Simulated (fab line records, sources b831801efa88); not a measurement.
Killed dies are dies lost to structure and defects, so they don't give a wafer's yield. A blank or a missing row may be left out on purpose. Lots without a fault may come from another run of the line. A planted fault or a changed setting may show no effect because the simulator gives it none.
fab line records | flow gf180mcu
record lots=14 wafers=40 last_day=34
route steps=602 shown MVSD@77 VT_IMPLANT@103 V1@360 M2@377
lots that met no fault: from a run of the same line without faults
start_h: hours from the record's first day to the start of the lot's first wafer shown | wait_h: hours since the lot's step before | " the same as in the row above | L1.1+2: a row that stands for several wafers | - no value, or no start given | * or withheld: withheld | < > ~ a bound
route shown NAME@n: a module of which the file shows steps, and the number in the route of the first | usual: mean/standard deviation of fault-free wafers | same: alike in all rows | chamber/n: place in a boat | sites: the reading at each site | _std_site: their standard deviation | _edge_site: outer sites' mean less inner sites' | radius_mm: how far each site lies from the wafer's centre | mask NAME#n: copy n | behind: the tool/chamber that last shaped the wafer | hold: why the lot was held/for how many hours/how that ended | device: the transistor (n, p or np) that didn't switch | end of line: the same wafers' tests at the end of the route | a step without rows: its recipe alone | killed: dies lost to structure and defects at the first sort, not the wafer's yield | map: a wafer's dies, x killed, . not, _ none there
set.NAME: the setting as run; set.NAME@STEP: as run at that earlier step | model.NAME: the simulator's own value behind a step, which no gauge read
steps of the route over a sample of lots; a table a step, a row a wafer
services: from which hour (start_h, from the record's first day; less than 0 if before it) a tool's chamber was out of use, for how many hours, and why
## steps
# step GF_MVSD_TW_MEAS_11
# usual MVSD_TW=1580/9.2
# columns lot.wafer tool chamber start_h wait_h MVSD_TW
L957.1 film_metro-04 - 88.08 0.1 1580
L957.2 " - " " 1568
L957.3 " - " " 1571
L958.2 film_metro-03 - 94.09 0.1 1576
L958.4 " - " " 1581
L958.5 " - " " 1576
L959.1 film_metro-03 - 99.98 0.1 1594
L959.3 " - " " 1586
L959.4 " - " " 1594
L960.1 film_metro-01 - 106.63 0.1 1592
L960.4 " - " " 1596
L960.6 " - " " 1603
L964.1 film_metro-01 - 128.99 0.1 1583
L964.3 " - " " 1590
L964.5 " - " " 1579
L967.1 film_metro-04 - 145.48 0.1 1573
L967.3 " - " " 1590
L968.1 film_metro-04 - 152.58 0.1 1579
L968.4 " - " " 1574
L969.1 film_metro-03 - 158.39 0.1 1580
L969.3 " - " " 1573
L969.6 " - " " 1576
L974.1 film_metro-01 - 187.78 0.1 1586
L974.5 " - " " 1584
L974.6 " - " " 1589
L975.1 film_metro-03 - 191.39 0.1 1569
L975.3 " - " " 1565
L975.5 " - " " 1573
L976.1 film_metro-01 - 199.07 0.1 1583
L976.3 " - " " 1584
L976.5 " - " " 1597
L977.2 film_metro-04 - 204.90 0.1 1572
L977.3 " - " " 1577
L977.4 " - " " 1587
L978.2 film_metro-03 - 210.73 0.1 1594
L978.4 " - " " 1587
L978.5 " - " " 1578
L979.2 film_metro-04 - 214.78 0.1 1576
L979.4 " - " " 1572
L979.6 " - " " 1578
# step GF_VT_IMPLANT_COAT_13
# recipe resist=NOVOLAK spin_rpm=3000 resist_thk_nm=1000
# usual exhaust_pa=45.0/0.92 resist_line_temp_C=22.99/0.11
# columns lot.wafer tool chamber start_h wait_h exhaust_pa resist_line_temp_C
L957.1 litho_track-04 0 122.92 0.1 46.8 23.03
L957.2 " 0 " " 45.7 23.00
L957.3 " 0 " " 44.6 23.03
L958.2 litho_track-04 0 129.95 0.1 45.4 23.00
L958.4 " 0 " " 43.3 22.86
L958.5 " 0 " " 43.6 22.75
L959.1 litho_track-03 0 137.14 0.1 45.7 22.97
L959.3 " 0 " " 45.0 22.91
L959.4 " 0 " " 45.8 22.95
L960.1 litho_track-01 0 144.40 0.1 45.5 23.09
L960.4 " 0 " " 45.4 23.13
L960.6 " 0 " " 44.4 23.05
L964.1 litho_track-04 0 168.87 0.1 43.5 22.89
L964.3 " 0 " " 44.7 23.07
L964.5 " 0 " " 44.4 22.80
L967.1 litho_track-04 0 186.32 0.1 45.5 22.78
L967.3 " 0 " " 45.3 22.89
L968.1 litho_track-04 0 194.17 0.1 45.5 22.94
L968.4 " 0 " " 44.2 23.02
L969.1 litho_track-03 0 199.89 0.1 45.1 23.04
L969.3 " 0 " " 46.1 22.84
L969.6 " 0 " " 45.0 22.89
L974.1 litho_track-03 0 231.74 0.1 46.1 23.14
L974.5 " 0 " " 45.2 23.20
L974.6 " 0 " " 45.5 23.10
L975.1 litho_track-03 0 234.99 0.1 45.0 23.08
L975.3 " 0 " " 44.6 23.07
L975.5 " 0 " " 44.5 23.10
L976.1 litho_track-01 0 243.29 0.1 44.2 23.00
L976.3 " 0 " " 46.0 22.99
L976.5 " 0 " " 45.8 23.12
L977.2 litho_track-04 0 249.35 0.1 46.4 22.98
L977.3 " 0 " " 45.7 23.11
L977.4 " 0 " " 46.7 23.07
L978.2 litho_track-01 0 256.62 0.1 46.0 23.08
L978.4 " 0 " " 46.3 23.00
L978.5 " 0 " " 45.0 22.85
L979.2 litho_track-03 0 259.71 0.1 45.1 22.90
L979.4 " 0 " " 45.2 23.09
L979.6 " 0 " " 45.6 23.10
# step GF_VT_IMPLANT_STRIP_20
# recipe chemistry=O2/N2 power_w=1400 pressure_mtorr=1500 platen_temp_c=250 o2_flow_sccm=3000 n2_flow_sccm=300 overash_fraction=0.5
# usual drypump_motor_current_A=5.8/0.38 heater_power_w=344/36 oes_product_au=0.717/0.0044 strip_time_to_endpoint_s=12.647/0.029
# columns lot.wafer tool chamber start_h wait_h drypump_motor_current_A heater_power_w oes_product_au rf_hours_counter_h strip_time_to_endpoint_s
L957.1 plasma_asher-03 0 130.93 0.1 6.0 357 0.730 35 12.668
L957.2 " 1 " " 5.2 351 0.710 35 12.653
L957.3 " 1 " " 5.3 348 0.718 - 12.635
L958.2 plasma_asher-04 0 137.46 0.1 5.8 324 0.714 49 12.607
L958.4 " 1 " " 6.5 325 0.715 - 12.646
L958.5 " 1 " " 6.5 323 0.717 - 12.654
L959.1 plasma_asher-02 1 144.81 0.1 5.5 406 0.718 51 12.627
L959.3 " 0 " " 5.7 302 0.709 - 12.664
L959.4 " 1 " " 5.4 398 0.719 - 12.642
L960.1 plasma_asher-04 1 152.37 0.1 6.5 328 0.722 51 12.696
L960.4 " 1 " " 6.5 316 0.728 - 12.670
L960.6 " 1 " " 6.5 317 0.716 - 12.652
L964.1 plasma_asher-03 1 177.46 0.1 5.3 339 0.721 40 12.089
L964.3 " 0 " " 6.0 359 0.716 - 12.652
L964.5 " 0 " " 6.0 358 0.721 - 12.649
L967.1 plasma_asher-02 0 195.02 0.1 5.7 290 0.713 56 12.028
L967.3 " 0 " " 5.7 293 0.717 - 12.609
L968.1 plasma_asher-03 1 203.16 0.1 5.3 350 0.709 43 12.032
L968.4 " 1 " " 5.3 342 0.714 - 12.073
L969.1 plasma_asher-02 1 208.92 0.1 5.5 393 0.716 58 12.674
L969.3 " 0 " " 5.7 292 0.709 - 12.625
L969.6 " 0 " " 5.8 298 0.725 - 12.688
L974.1 plasma_asher-02 1 240.81 0.1 5.5 399 0.718 61 12.665
L974.5 " 0 " " 5.8 294 0.711 - 12.663
L974.6 " 1 " " 5.4 392 0.709 - 12.635
L975.1 plasma_asher-04 0 244.73 0.1 5.9 322 0.718 60 12.662
L975.3 " 1 " " 6.5 331 0.718 - 12.660
L975.5 " 0 " " 5.9 330 0.715 - 12.669
L976.1 plasma_asher-04 1 252.91 0.1 6.5 327 0.723 61 12.599
L976.3 " 1 " " 6.5 318 0.718 - 12.673
L976.5 " 0 " " 5.9 320 0.714 - 12.660
L977.2 plasma_asher-03 0 259.56 0.1 6.0 354 0.725 49 12.588
L977.3 " 0 " " 6.0 359 0.716 - 12.631
L977.4 " 1 " " 5.3 350 0.710 - 12.636
L978.2 plasma_asher-03 0 266.68 0.1 6.0 364 0.720 49 12.634
L978.4 " 0 " " 6.0 357 0.726 - 12.633
L978.5 " 0 " " 6.0 355 0.717 - 12.641
L979.2 plasma_asher-02 1 269.81 0.1 5.5 389 0.714 64 12.697
L979.4 " 1 " " 5.5 413 0.716 - 12.688
L979.6 " 0 " " 5.8 290 0.724 - 12.668
# step GF_V1_THK_MEAS_25
# recipe thk_meas_gauge=xrf reads=W_of_V1_CVD_23
# usual V1_W_THK=349/4.5
# columns lot.wafer tool chamber start_h wait_h V1_W_THK[nm]
L957.1 film_metro-04 - 418.50 0.1 345
L957.2 " - " " 343
L957.3 " - " " 340
L958.2 film_metro-02 - 431.03 0.1 345
L958.4 " - " " 349
L958.5 " - " " 345
L959.1 film_metro-02 - 442.87 0.1 354
L959.3 " - " " 346
L959.4 " - " " 352
L960.1 film_metro-02 - 450.00 0.1 351
L960.4 " - " " 355
L960.6 " - " " 357
L964.1 film_metro-02 - 490.67 0.1 344
L964.3 " - " " 350
L964.5 " - " " 348
L967.1 film_metro-03 - 511.53 0.1 352
L967.3 " - " " 348
L968.1 film_metro-02 - 530.43 0.1 356
L968.4 " - " " 354
L969.1 film_metro-02 - 532.48 0.1 350
L969.3 " - " " 346
L969.6 " - " " 352
L974.1 film_metro-03 - 569.21 0.1 350
L974.5 " - " " 352
L974.6 " - " " 354
L975.1 film_metro-02 - 575.50 0.1 339
L975.3 " - " " 346
L975.5 " - " " 342
L976.1 film_metro-03 - 585.40 0.1 347
L976.3 " - " " 345
L976.5 " - " " 345
L977.2 film_metro-04 - 590.56 0.1 347
L977.3 " - " " 344
L977.4 " - " " 349
L978.2 film_metro-04 - 596.61 0.1 354
L978.4 " - " " 351
L978.5 " - " " 353
L979.2 film_metro-03 - 602.86 0.1 350
L979.4 " - " " 347
L979.6 " - " " 353
# step GF_M2_OVL_MEAS_15
# usual M2_OVL=1/6.2
# columns lot.wafer tool chamber start_h wait_h M2_OVL[nm]
L957.1 overlay-02 - 443.10 0.1 6
L957.2 " - " " -4
L957.3 " - " " 5
L958.2 overlay-02 - 456.07 0.1 1
L958.4 " - " " -5
L958.5 " - " " 7
L959.1 overlay-02 - 467.80 0.1 0
L959.3 " - " " 0
L959.4 " - " " 2
L960.1 overlay-01 - 473.95 0.1 2
L960.4 " - " " 10
L960.6 " - " " 6
L964.1 overlay-01 - 515.00 0.1 -2
L964.3 " - " " 4
L964.5 " - " " 0
L967.1 overlay-02 - 534.65 0.1 -5
L967.3 " - " " 1
L968.1 overlay-01 - 553.86 0.1 0
L968.4 " - " " 6
L969.1 overlay-01 - 555.46 0.1 3
L969.3 " - " " -5
L969.6 " - " " 7
L974.1 overlay-01 - 591.55 0.1 -8
L974.5 " - " " -10
L974.6 " - " " -2
L975.1 overlay-01 - 597.90 0.1 3
L975.3 " - " " 3
L975.5 " - " " -4
L976.1 overlay-02 - 607.41 0.1 -7
L976.3 " - " " -1
L976.5 " - " " -5
L977.2 overlay-01 - 612.02 0.1 -3
L977.3 " - " " 9
L977.4 " - " " 3
L978.2 overlay-02 - 617.97 0.1 6
L978.4 " - " " -2
L978.5 " - " " -2
L979.2 overlay-02 - 624.72 0.1 5
L979.4 " - " " 6
L979.6 " - " " 1
## services
# columns tool chamber start_h hours kind
plasma_asher-04 - 176.37 1.9 repair
plasma_asher-03 - 223.86 2.8 pm
litho_track-04 - 244.92 - consumable_replace:filter
## key
first_sign step=GF_VT_IMPLANT_STRIP_20 reading=strip_time_to_endpoint_s direction=down sigmas=21 usual=* struck=*
effect none on later readings
met_at GF_VT_IMPLANT_COAT_13
struck_lots L964,L967,L968
struck_wafers L964.1,L967.1,L968.1,L968.4
tester_left_out L964,L967,L968
not_acting_at GF_MVSD_TW_MEAS_11,GF_V1_THK_MEAS_25,GF_M2_OVL_MEAS_15
onset_between 129.95 168.87
fault kind=process_parameter_drift tool=litho_track-04 chamber=- onset_h=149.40 steps=GF_VT_IMPLANT_COAT_13 channel=resist_thk_nm offset=* shape=step end_h=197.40 scope=struck_wafers_only acts_in=* stated=*
# tester_left_out: of these lots the tester's yield and bins aren't shown, on N5 and GAA mostly nor the transistor test; their killed dies are dies lost to structure and defects alone, not to doping, threshold or leakage, so they don't give the yield
